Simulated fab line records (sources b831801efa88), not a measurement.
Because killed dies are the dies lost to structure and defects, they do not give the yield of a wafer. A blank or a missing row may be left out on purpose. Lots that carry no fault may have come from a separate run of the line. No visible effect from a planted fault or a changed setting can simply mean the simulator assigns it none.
The tool behind it: which one? || flow sky130 || Sampling: 14 lots, 42 wafers, 5 of 708 route steps

WHAT EACH GAUGE READ, for each wafer
SKY_NWELL_OVL_MEAS_23. Usual: NWELL_01_OVL typically reads 0.3 nm, with standard deviation 1.3.
{"lot": "L511", "measured": "day 5 06:45", "on": "overlay-02", "NWELL_01_OVL (nm)": "-2.4 -0.1 -2.8", "flag": ""}
{"lot": "L512", "measured": "day 5 10:18", "on": "overlay-01", "NWELL_01_OVL (nm)": "1.0 -0.3 -0.3", "flag": ""}
{"lot": "L513", "measured": "day 5 16:33", "on": "overlay-02", "NWELL_01_OVL (nm)": "0.3 1.0 -0.7", "flag": ""}
{"lot": "L514", "measured": "day 6 07:37", "on": "overlay-01", "NWELL_01_OVL (nm)": "0.6 0.8 0.9", "flag": ""}
{"lot": "L516", "measured": "day 6 20:33", "on": "overlay-01", "NWELL_01_OVL (nm)": "-1.8 -1.5 0.7", "flag": ""}
{"lot": "L518", "measured": "day 7 04:39", "on": "overlay-01", "NWELL_01_OVL (nm)": "0.5 -0.8 -0.9", "flag": ""}
{"lot": "L523", "measured": "day 8 10:58", "on": "overlay-02", "NWELL_01_OVL (nm)": "-2.0 0.6 1.4", "flag": ""}
{"lot": "L524", "measured": "day 8 15:24", "on": "overlay-01", "NWELL_01_OVL (nm)": "-1.7 0.2 0.6", "flag": ""}
{"lot": "L525", "measured": "day 9 00:41", "on": "overlay-02", "NWELL_01_OVL (nm)": "0.1 -0.4 0.7", "flag": ""}
{"lot": "L526", "measured": "day 9 05:08", "on": "overlay-01", "NWELL_01_OVL (nm)": "-0.4 -2.5 -0.2", "flag": ""}
{"lot": "L527", "measured": "day 9 11:40", "on": "overlay-01", "NWELL_01_OVL (nm)": "0.7 1.3 1.3", "flag": ""}
{"lot": "L530", "measured": "day 10 02:45", "on": "overlay-01", "NWELL_01_OVL (nm)": "1.9 -0.8 2.1", "flag": ""}
{"lot": "L532", "measured": "day 10 21:39", "on": "overlay-02", "NWELL_01_OVL (nm)": "-1.2 -1.7 -1.5", "flag": ""}
{"lot": "L533", "measured": "day 11 01:52", "on": "overlay-01", "NWELL_01_OVL (nm)": "2.2 0.9 3.0", "flag": ""}

SKY_NWELL_RS_MEAS_31: measurement is done with a four-point probe. Usual: PWDE_RS typically reads 5280 ohm/sq, with standard deviation 21.
{"lot": "L511", "measured": "day 5 07:31", "on": "film-metro-01", "PWDE_RS (ohm/sq)": "5298 5303 5293", "flag": ""}
{"lot": "L512", "measured": "day 5 11:04", "on": "film-metro-01", "PWDE_RS (ohm/sq)": "5306 5299 5310", "flag": ""}
{"lot": "L513", "measured": "day 5 17:17", "on": "film-metro-04", "PWDE_RS (ohm/sq)": "5246 5261 5260", "flag": ""}
{"lot": "L514", "measured": "day 6 08:20", "on": "film-metro-04", "PWDE_RS (ohm/sq)": "5267 5251 5289", "flag": ""}
{"lot": "L516", "measured": "day 6 21:17", "on": "film-metro-04", "PWDE_RS (ohm/sq)": "5284 5263 5262", "flag": ""}
{"lot": "L518", "measured": "day 7 05:24", "on": "film-metro-02", "PWDE_RS (ohm/sq)": "5291 5300 5296", "flag": ""}
{"lot": "L523", "measured": "day 8 11:44", "on": "film-metro-01", "PWDE_RS (ohm/sq)": "5277 5275 5256", "flag": ""}
{"lot": "L524", "measured": "day 8 16:08", "on": "film-metro-01", "PWDE_RS (ohm/sq)": "5273 5283 5270", "flag": ""}
{"lot": "L525", "measured": "day 9 01:25", "on": "film-metro-01", "PWDE_RS (ohm/sq)": "5306 5322 5331", "flag": ""}
{"lot": "L526", "measured": "day 9 05:53", "on": "film-metro-02", "PWDE_RS (ohm/sq)": "5271 5272 5286", "flag": ""}
{"lot": "L527", "measured": "day 9 12:23", "on": "film-metro-01", "PWDE_RS (ohm/sq)": "5266 5289 5278", "flag": ""}
{"lot": "L530", "measured": "day 10 03:29", "on": "film-metro-02", "PWDE_RS (ohm/sq)": "5271 5266 5278", "flag": ""}
{"lot": "L532", "measured": "day 10 22:23", "on": "film-metro-02", "PWDE_RS (ohm/sq)": "5286 5281 5282", "flag": ""}
{"lot": "L533", "measured": "day 11 02:38", "on": "film-metro-01", "PWDE_RS (ohm/sq)": "5336 5304 5306", "flag": ""}

SKY_VT_ADJUST_LVTN_TW_MEAS_10. Usual: VT_ADJUST_LVTN_TW typically reads 242.6, with standard deviation 1.2.
{"lot": "L511", "measured": "day 6 22:04", "on": "film-metro-01", "VT_ADJUST_LVTN_TW": "243.2 242.6 241.3", "flag": ""}
{"lot": "L512", "measured": "day 7 02:34", "on": "film-metro-04", "VT_ADJUST_LVTN_TW": "243.9 244.0 245.2", "flag": ""}
{"lot": "L513", "measured": "day 7 07:38", "on": "film-metro-04", "VT_ADJUST_LVTN_TW": "244.7 244.3 243.8", "flag": ""}
{"lot": "L514", "measured": "day 8 00:41", "on": "film-metro-03", "VT_ADJUST_LVTN_TW": "241.2 241.0 240.7", "flag": ""}
{"lot": "L516", "measured": "day 8 15:20", "on": "film-metro-01", "VT_ADJUST_LVTN_TW": "242.0 243.0 242.9", "flag": ""}
{"lot": "L518", "measured": "day 9 00:12", "on": "film-metro-01", "VT_ADJUST_LVTN_TW": "242.2 240.6 241.0", "flag": ""}
{"lot": "L523", "measured": "day 10 08:39", "on": "film-metro-03", "VT_ADJUST_LVTN_TW": "30.2 30.1 30.1", "flag": "OFF"}
{"lot": "L524", "measured": "day 10 13:47", "on": "film-metro-03", "VT_ADJUST_LVTN_TW": "30.2 30.4 30.2", "flag": "OFF"}
{"lot": "L525", "measured": "day 10 23:05", "on": "film-metro-03", "VT_ADJUST_LVTN_TW": "244.1 242.7 244.0", "flag": ""}
{"lot": "L526", "measured": "day 11 04:05", "on": "film-metro-04", "VT_ADJUST_LVTN_TW": "242.3 242.6 243.4", "flag": ""}
{"lot": "L527", "measured": "day 11 10:05", "on": "film-metro-04", "VT_ADJUST_LVTN_TW": "242.8 242.5 244.1", "flag": ""}
{"lot": "L530", "measured": "day 12 02:26", "on": "film-metro-04", "VT_ADJUST_LVTN_TW": "244.2 243.9 241.7", "flag": ""}
{"lot": "L532", "measured": "day 12 22:17", "on": "film-metro-03", "VT_ADJUST_LVTN_TW": "244.5 245.2 243.8", "flag": ""}
{"lot": "L533", "measured": "day 13 04:24", "on": "film-metro-04", "VT_ADJUST_LVTN_TW": "242.0 241.9 243.5", "flag": ""}

SKY_VT_ADJUST_NCORE_OVL_MEAS_08. Usual: VT_ADJUST_NCORE_OVL typically reads 0.6 nm, with standard deviation 1.4.
{"lot": "L511", "measured": "day 8 15:13", "on": "overlay-02", "VT_ADJUST_NCORE_OVL (nm)": "1.7 2.7 2.4", "flag": ""}
{"lot": "L512", "measured": "day 8 19:37", "on": "overlay-02", "VT_ADJUST_NCORE_OVL (nm)": "0.4 1.0 0.5", "flag": ""}
{"lot": "L513", "measured": "day 9 02:04", "on": "overlay-01", "VT_ADJUST_NCORE_OVL (nm)": "-0.5 -1.4 0.2", "flag": ""}
{"lot": "L514", "measured": "day 9 20:08", "on": "overlay-02", "VT_ADJUST_NCORE_OVL (nm)": "-0.5 -0.1 1.1", "flag": ""}
{"lot": "L516", "measured": "day 10 11:32", "on": "overlay-01", "VT_ADJUST_NCORE_OVL (nm)": "0.7 0.9 1.7", "flag": ""}
{"lot": "L518", "measured": "day 10 21:34", "on": "overlay-02", "VT_ADJUST_NCORE_OVL (nm)": "0.7 1.9 0.2", "flag": ""}
{"lot": "L525", "measured": "day 12 23:37", "on": "overlay-01", "VT_ADJUST_NCORE_OVL (nm)": "-1.5 -2.4 -1.0", "flag": ""}
{"lot": "L526", "measured": "day 13 05:25", "on": "overlay-01", "VT_ADJUST_NCORE_OVL (nm)": "2.3 1.9 3.8", "flag": ""}
{"lot": "L527", "measured": "day 13 11:47", "on": "overlay-01", "VT_ADJUST_NCORE_OVL (nm)": "-0.1 -1.1 0.6", "flag": ""}
{"lot": "L530", "measured": "day 14 04:28", "on": "overlay-01", "VT_ADJUST_NCORE_OVL (nm)": "1.3 0.2 0.7", "flag": ""}
{"lot": "L532", "measured": "day 15 02:05", "on": "overlay-01", "VT_ADJUST_NCORE_OVL (nm)": "1.1 1.9 3.3", "flag": ""}
{"lot": "L533", "measured": "day 15 06:41", "on": "overlay-02", "VT_ADJUST_NCORE_OVL (nm)": "2.4 0.8 1.9", "flag": ""}

WHICH TOOL RAN EACH LOT (tool, then ch and the chambers of the sampled wafers, then the start)
{"lot": "L511", "SKY_VT_ADJUST_LVTN_IMPLANT_08": "implanter-01 ch 0, day 6 21:50"}
{"lot": "L512", "SKY_VT_ADJUST_LVTN_IMPLANT_08": "implanter-04 ch 0, day 7 02:20"}
{"lot": "L513", "SKY_VT_ADJUST_LVTN_IMPLANT_08": "implanter-03 ch 0, day 7 07:23"}
{"lot": "L514", "SKY_VT_ADJUST_LVTN_IMPLANT_08": "implanter-03 ch 0, day 8 00:26"}
{"lot": "L516", "SKY_VT_ADJUST_LVTN_IMPLANT_08": "implanter-04 ch 0, day 8 15:05"}
{"lot": "L518", "SKY_VT_ADJUST_LVTN_IMPLANT_08": "implanter-03 ch 0, day 8 23:58"}
{"lot": "L523", "SKY_VT_ADJUST_LVTN_IMPLANT_08": "implanter-04, day 10 08:26"}
{"lot": "L524", "SKY_VT_ADJUST_LVTN_IMPLANT_08": "implanter-03, day 10 13:32"}
{"lot": "L525", "SKY_VT_ADJUST_LVTN_IMPLANT_08": "implanter-03 ch 0, day 10 22:50"}
{"lot": "L526", "SKY_VT_ADJUST_LVTN_IMPLANT_08": "implanter-03 ch 0, day 11 03:51"}
{"lot": "L527", "SKY_VT_ADJUST_LVTN_IMPLANT_08": "implanter-03 ch 0, day 11 09:50"}
{"lot": "L530", "SKY_VT_ADJUST_LVTN_IMPLANT_08": "implanter-03 ch 0, day 12 02:11"}
{"lot": "L532", "SKY_VT_ADJUST_LVTN_IMPLANT_08": "implanter-03 ch 0, day 12 22:02"}
{"lot": "L533", "SKY_VT_ADJUST_LVTN_IMPLANT_08": "implanter-04 ch 0, day 13 04:11"}
- SKY_VT_ADJUST_LVTN_IMPLANT_08

WHAT THE TOOLS THEMSELVES READ (means of the sampled wafers that have a number; where no wafer has one, the mark that the record gives instead)
SKY_VT_ADJUST_LVTN_IMPLANT_08. Usual: beam-energy-keV 30.001, standard deviation 0.0099; beam-on-s 10.00 s, standard deviation 0.18.
{"lot": "L511", "tool": "implanter-01", "beam-energy-keV": 30.000, "beam-on-s (s)": 10.04, "flag": ""}
{"lot": "L512", "tool": "implanter-04", "beam-energy-keV": 30.000, "beam-on-s (s)": 9.92, "flag": ""}
{"lot": "L513", "tool": "implanter-03", "beam-energy-keV": 30.008, "beam-on-s (s)": 10.08, "flag": ""}
{"lot": "L514", "tool": "implanter-03", "beam-energy-keV": 29.997, "beam-on-s (s)": 10.07, "flag": ""}
{"lot": "L516", "tool": "implanter-04", "beam-energy-keV": 30.006, "beam-on-s (s)": 10.10, "flag": ""}
{"lot": "L518", "tool": "implanter-03", "beam-energy-keV": 30.013, "beam-on-s (s)": 10.08, "flag": ""}
{"lot": "L523", "tool": "implanter-04", "beam-energy-keV": "-", "beam-on-s (s)": "-", "flag": "OFF"}
{"lot": "L524", "tool": "implanter-03", "beam-energy-keV": "-", "beam-on-s (s)": "-", "flag": "OFF"}
{"lot": "L525", "tool": "implanter-03", "beam-energy-keV": 29.987, "beam-on-s (s)": 9.91, "flag": ""}
{"lot": "L526", "tool": "implanter-03", "beam-energy-keV": 29.999, "beam-on-s (s)": 9.99, "flag": ""}
{"lot": "L527", "tool": "implanter-03", "beam-energy-keV": 29.987, "beam-on-s (s)": 10.02, "flag": ""}
{"lot": "L530", "tool": "implanter-03", "beam-energy-keV": 29.994, "beam-on-s (s)": 10.05, "flag": ""}
{"lot": "L532", "tool": "implanter-03", "beam-energy-keV": 30.004, "beam-on-s (s)": 10.17, "flag": ""}
{"lot": "L533", "tool": "implanter-04", "beam-energy-keV": 29.997, "beam-on-s (s)": 9.96, "flag": ""}

THE ANSWER, worked out from the rows above alone
Rule: lot off if the mean of its wafers having a number is beyond 3 standard deviations from the usual mean. A lot without any number at a reading at which 4 lots or more have one is off too. Where the step has rows for the other lots, those lots are counted as sound. Order of review: gauges by route order, followed by the tools' own readings, for which a lot's mean as printed above is used. At the first step where some lot is off, the reading lying furthest off is the one used; lots without a number count as furthest.
Off: L523, L524, seen at SKY_VT_ADJUST_LVTN_TW_MEAS_10 (VT_ADJUST_LVTN_TW).
A tool fits if, at a process step before that reading, it ran every lot that is off, and no sound lot after the first of them. Not tried: the gauges at SKY_VT_ADJUST_LVTN_TW_MEAS_10; whatever is off there is also off at SKY_VT_ADJUST_LVTN_IMPLANT_08, on other tools, and gauge error can't account for it. None of those tried fits.

WHAT THE SIMULATOR HAD PUT IN
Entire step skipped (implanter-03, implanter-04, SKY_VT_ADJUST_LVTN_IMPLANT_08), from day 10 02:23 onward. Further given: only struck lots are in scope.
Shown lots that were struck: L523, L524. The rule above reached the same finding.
